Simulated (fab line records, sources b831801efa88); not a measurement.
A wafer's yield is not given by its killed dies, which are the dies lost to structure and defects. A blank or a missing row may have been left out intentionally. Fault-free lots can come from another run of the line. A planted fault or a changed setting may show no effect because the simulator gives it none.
Which tool did it? || flow sfq-line || 14 lots, 42 wafers sampled, at 3 steps of a route of 325

## WHAT THE GAUGES SHOWED, per wafer
SFQ_R5_THK_MEAS_934: measures by xrf. Usual: for R5_MONX_THK the level is 40.6 nm and the standard deviation is 0.51.
{"lot": "L237", "measured": "day 60 23:41", "on": "film-metro-04", "R5_MONX_THK (nm)": "40.8 40.7 40.1", "flag": ""}
{"lot": "L238", "measured": "day 61 05:58", "on": "film-metro-04", "R5_MONX_THK (nm)": "40.2 39.9 39.2", "flag": ""}
{"lot": "L239", "measured": "day 61 17:42", "on": "film-metro-03", "R5_MONX_THK (nm)": "39.9 40.1 40.1", "flag": ""}
{"lot": "L240", "measured": "day 61 20:58", "on": "film-metro-02", "R5_MONX_THK (nm)": "40.7 40.6 40.0", "flag": ""}
{"lot": "L249", "measured": "day 69 00:58", "on": "film-metro-02", "R5_MONX_THK (nm)": "40.9 41.0 41.0", "flag": ""}
{"lot": "L250", "measured": "day 69 05:47", "on": "film-metro-04", "R5_MONX_THK (nm)": "41.3 40.7 40.4", "flag": ""}
{"lot": "L251", "measured": "day 69 11:46", "on": "film-metro-03", "R5_MONX_THK (nm)": "41.5 40.4 41.0", "flag": ""}
{"lot": "L252", "measured": "day 69 16:03", "on": "film-metro-02", "R5_MONX_THK (nm)": "40.8 40.7 40.9", "flag": ""}
{"lot": "L253", "measured": "day 69 19:39", "on": "film-metro-04", "R5_MONX_THK (nm)": "40.7 40.0 40.1", "flag": ""}
{"lot": "L254", "measured": "day 69 22:39", "on": "film-metro-03", "R5_MONX_THK (nm)": "40.6 41.1 40.2", "flag": ""}
{"lot": "L256", "measured": "day 70 02:58", "on": "film-metro-02", "R5_MONX_THK (nm)": "41.0 41.0 40.9", "flag": ""}
{"lot": "L257", "measured": "day 70 20:48", "on": "film-metro-04", "R5_MONX_THK (nm)": "40.5 41.5 40.6", "flag": ""}
{"lot": "L259", "measured": "day 71 01:35", "on": "film-metro-04", "R5_MONX_THK (nm)": "41.3 41.7 41.1", "flag": ""}
{"lot": "L260", "measured": "day 71 08:44", "on": "film-metro-03", "R5_MONX_THK (nm)": "40.5 40.1 39.9", "flag": ""}

SFQ_I6_OVL_MEAS_942. Usual: for I6_OVL the level is -2 nm and the standard deviation is 6.2.
{"lot": "L237", "measured": "day 70 16:25", "on": "overlay-01", "I6_OVL (nm)": "-6 0 -7", "flag": ""}
{"lot": "L238", "measured": "day 70 18:49", "on": "overlay-01", "I6_OVL (nm)": "6 4 6", "flag": ""}
{"lot": "L239", "measured": "day 71 03:14", "on": "overlay-01", "I6_OVL (nm)": "6 9 9", "flag": ""}
{"lot": "L240", "measured": "day 71 08:02", "on": "overlay-01", "I6_OVL (nm)": "-1 -6 -7", "flag": ""}
{"lot": "L249", "measured": "day 81 06:17", "on": "overlay-02", "I6_OVL (nm)": "-2 1 0", "flag": ""}
{"lot": "L250", "measured": "day 81 13:04", "on": "overlay-02", "I6_OVL (nm)": "-21 -15 -12", "flag": ""}
{"lot": "L251", "measured": "day 81 16:39", "on": "overlay-02", "I6_OVL (nm)": "2 2 1", "flag": ""}
{"lot": "L252", "measured": "day 81 19:03", "on": "overlay-02", "I6_OVL (nm)": "-12 -6 -5", "flag": ""}
{"lot": "L253", "measured": "day 82 03:07", "on": "overlay-02", "I6_OVL (nm)": "0 9 6", "flag": ""}
{"lot": "L254", "measured": "day 82 09:14", "on": "overlay-02", "I6_OVL (nm)": "-5 -8 -5", "flag": ""}
{"lot": "L256", "measured": "day 82 14:40", "on": "overlay-01", "I6_OVL (nm)": "-1 -4 0", "flag": ""}
{"lot": "L257", "measured": "day 83 03:28", "on": "overlay-01", "I6_OVL (nm)": "8 -3 1", "flag": ""}
{"lot": "L259", "measured": "day 83 09:27", "on": "overlay-01", "I6_OVL (nm)": "0 2 3", "flag": ""}
{"lot": "L260", "measured": "day 83 14:16", "on": "overlay-01", "I6_OVL (nm)": "-6 -4 -7", "flag": ""}

## WHICH TOOL RAN EACH LOT (tool, then ch and the chambers of the sampled wafers, then the start)
{"lot": "L237", "SFQ_TRILAYER_M6_DEP_SPUTTER_157": "pvd-sputter-06, day 61 20:42"}
{"lot": "L238", "SFQ_TRILAYER_M6_DEP_SPUTTER_157": "pvd-sputter-06, day 62 00:18"}
{"lot": "L239", "SFQ_TRILAYER_M6_DEP_SPUTTER_157": "pvd-sputter-03, day 62 08:19"}
{"lot": "L240", "SFQ_TRILAYER_M6_DEP_SPUTTER_157": "pvd-sputter-04, day 62 09:31"}
{"lot": "L249", "SFQ_TRILAYER_M6_DEP_SPUTTER_157": "pvd-sputter-04, day 77 09:07"}
{"lot": "L250", "SFQ_TRILAYER_M6_DEP_SPUTTER_157": "pvd-sputter-06, day 77 13:55"}
{"lot": "L251", "SFQ_TRILAYER_M6_DEP_SPUTTER_157": "pvd-sputter-04, day 77 16:19"}
{"lot": "L252", "SFQ_TRILAYER_M6_DEP_SPUTTER_157": "pvd-sputter-03, day 77 18:43"}
{"lot": "L253", "SFQ_TRILAYER_M6_DEP_SPUTTER_157": "pvd-sputter-06, day 78 00:43"}
{"lot": "L254", "SFQ_TRILAYER_M6_DEP_SPUTTER_157": "pvd-sputter-04, day 78 03:16"}
{"lot": "L256", "SFQ_TRILAYER_M6_DEP_SPUTTER_157": "pvd-sputter-06, day 78 07:24"}
{"lot": "L257", "SFQ_TRILAYER_M6_DEP_SPUTTER_157": "pvd-sputter-04, day 78 13:24"}
{"lot": "L259", "SFQ_TRILAYER_M6_DEP_SPUTTER_157": "pvd-sputter-06, day 78 18:12"}
{"lot": "L260", "SFQ_TRILAYER_M6_DEP_SPUTTER_157": "pvd-sputter-04, day 78 23:00"}
- SFQ_TRILAYER_M6_DEP_SPUTTER_157: material Nb, target thk 200 nm, time 133.3 s.

## AS READ BY THE TOOLS THEMSELVES (means over the sampled wafers that have a number; for cases with no such wafer, the mark the record gives instead)
SFQ_TRILAYER_M6_DEP_SPUTTER_157. Usual: 29.6 % for throttle-valve-pct, sd 1.3.
{"lot": "L237", "tool": "pvd-sputter-06", "throttle-valve-pct (%)": 28.2, "flag": ""}
{"lot": "L238", "tool": "pvd-sputter-06", "throttle-valve-pct (%)": 29.0, "flag": ""}
{"lot": "L239", "tool": "pvd-sputter-03", "throttle-valve-pct (%)": 29.2, "flag": ""}
{"lot": "L240", "tool": "pvd-sputter-04", "throttle-valve-pct (%)": 31.6, "flag": ""}
{"lot": "L249", "tool": "pvd-sputter-04", "throttle-valve-pct (%)": 31.3, "flag": ""}
{"lot": "L250", "tool": "pvd-sputter-06", "throttle-valve-pct (%)": 29.2, "flag": ""}
{"lot": "L251", "tool": "pvd-sputter-04", "throttle-valve-pct (%)": 29.8, "flag": ""}
{"lot": "L252", "tool": "pvd-sputter-03", "throttle-valve-pct (%)": 29.0, "flag": ""}
{"lot": "L253", "tool": "pvd-sputter-06", "throttle-valve-pct (%)": 29.1, "flag": ""}
{"lot": "L254", "tool": "pvd-sputter-04", "throttle-valve-pct (%)": 30.6, "flag": ""}
{"lot": "L256", "tool": "pvd-sputter-06", "throttle-valve-pct (%)": 30.0, "flag": ""}
{"lot": "L257", "tool": "pvd-sputter-04", "throttle-valve-pct (%)": 31.2, "flag": ""}
{"lot": "L259", "tool": "pvd-sputter-06", "throttle-valve-pct (%)": 29.9, "flag": ""}
{"lot": "L260", "tool": "pvd-sputter-04", "throttle-valve-pct (%)": 31.1, "flag": ""}

## THE ANSWER, worked out from the rows above alone
Rule: lot off if the mean of its wafers having a number is beyond 3 standard deviations from the usual mean. Also off: a lot with no number at a reading for which 4 or more lots have one. Any other lot the step has rows for is counted as sound. First the gauges in route order, then the tools' own readings, where a lot's mean is used as printed above. At the first step where some lot is off, the reading lying furthest off is the one used; lots without a number count as furthest.
Nothing can be told from this: no lot is off at any reading shown.

## WHAT HAD BEEN PUT IN BY THE SIMULATOR
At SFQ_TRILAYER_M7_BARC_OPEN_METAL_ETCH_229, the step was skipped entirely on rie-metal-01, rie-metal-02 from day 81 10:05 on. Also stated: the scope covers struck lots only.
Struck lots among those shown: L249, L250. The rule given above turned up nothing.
